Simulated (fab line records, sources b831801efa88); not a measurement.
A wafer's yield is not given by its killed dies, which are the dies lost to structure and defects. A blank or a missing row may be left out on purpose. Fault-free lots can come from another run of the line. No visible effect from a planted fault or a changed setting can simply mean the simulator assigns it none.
8D (eight disciplines) problem report, filled in by code    flow gf180mcu    the parts of the form that need people (team, actions taken, sign-off) are left out

1. THE ISSUE
NSD_RS at GF_PSD_RS_MEAS_14 reads a mean of 42.16 ohm/sq on 2 wafers of 2 lots; wafers without a fault read 46.14 ohm/sq with a standard deviation of 0.088. Relative to the usual mean, that is a shift of -45 standard deviations.
The step: measures by four-point-probe.
Earliest sighting: wafer L704.1 on film_metro-03 at day 20 08:43. The record holds 36 wafers of 12 lots with a number at this step. Rule for "out" (also "out of limits"): further than 4 standard deviations from the usual mean. The rest of the wafers with a number are treated as sound.

2. WHAT IT IS; WHAT IT IS NOT
question                     is                 is not
which readings at this step  NSD_RS             -
which lots                   L704, L707         L690, L691, L692, L693, L701, L708, L709, L710, L711, L712
which wafers of those lots   L704.1, L707.3     L704.4, L704.6, L707.4, L707.5
read on which gauges         film_metro-03      film_metro-01, film_metro-04
when                         from day 20 08:43  up to then (17 sound wafers); but 17 sound wafers of L707, L708, L709, L710, L711, L712 came after

3. THE SUSPECTS, EACH WITH WHAT RULES IT OUT
Counting: any tool at a process step up to the reading remains a suspect provided it ran every lot that is out. Sound lots after the first of them don't rule it out here, since some wafers of a struck lot are sound.
- the gauge at GF_PSD_RS_MEAS_14 has been ruled out. All the wafers that are out were read on film_metro-03, but those of them that GF_PSD_RTA_13 has rows for are out there too, on other tools.
- rie_si-02 at GF_POLY_GATE_ETCH_13 (etches poly-Si in HBr/Cl2, stops on SiO2, target depth 198.5 nm, time 69.6 s): kept. Every lot that is out went through it, the first being L704 (day 14 04:57); the last sound lot it ran before that was L692 (day 10 08:07).
- rtp_anneal-01 at GF_PSD_RTA_13 (time 20 s): kept. Every lot that is out went through it, the first being L704 (day 20 08:38); the last sound lot it ran before that was L693 (day 16 09:05). Out on those wafers are its own readings of run_length_s.
Left after counting: rie_si-02 at GF_POLY_GATE_ETCH_13, rtp_anneal-01 at GF_PSD_RTA_13.

4. THE CAUSE (what the simulator had put in)
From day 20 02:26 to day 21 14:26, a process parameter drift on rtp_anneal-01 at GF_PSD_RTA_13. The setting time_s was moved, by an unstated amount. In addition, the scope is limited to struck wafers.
Of the 2 suspects that counting leaves, this tool is one.

5. THE EFFECT CHAIN, in route order
Rows list readings where the struck wafers' mean (over those with a number) sits beyond 3 standard deviations from the usual. Scope: only readings with a usual standard deviation given in the record; hours: median across lots of the time from each lot's start at the first step in this table that gives one to its start at this step; sigmas: change in usual standard deviations.
hours  step               reading       usual          on struck wafers  change  sigmas
0      GF_PSD_RTA_13      run_length_s  48.7 s         70.3              +21.6   +29
0      GF_PSD_RS_MEAS_14  NSD_RS        46.14 ohm/sq   42.16             -3.98   -45
0      GF_PSD_RS_MEAS_15  PSD_RS        108.57 ohm/sq  101.34            -7.22   -27
Here are the process steps it includes:
- GF_PSD_RTA_13: time 20 s.

6. HOW IT WOULD HAVE BEEN CAUGHT EARLIER
The first out-of-limits reading at a measuring or inspecting step in this record came at day 20 08:43, 6 hours after the fault's start at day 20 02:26.
The tool's own readings at GF_PSD_RTA_13 were out on every struck wafer that the step has a row for (run_length_s): an alarm limit on them would have fired on the first of those.
L707, from the lots that are out (2), started GF_PSD_RTA_13 on rtp_anneal-01 later than day 20 08:43. Holding the tool at that time would have saved it.
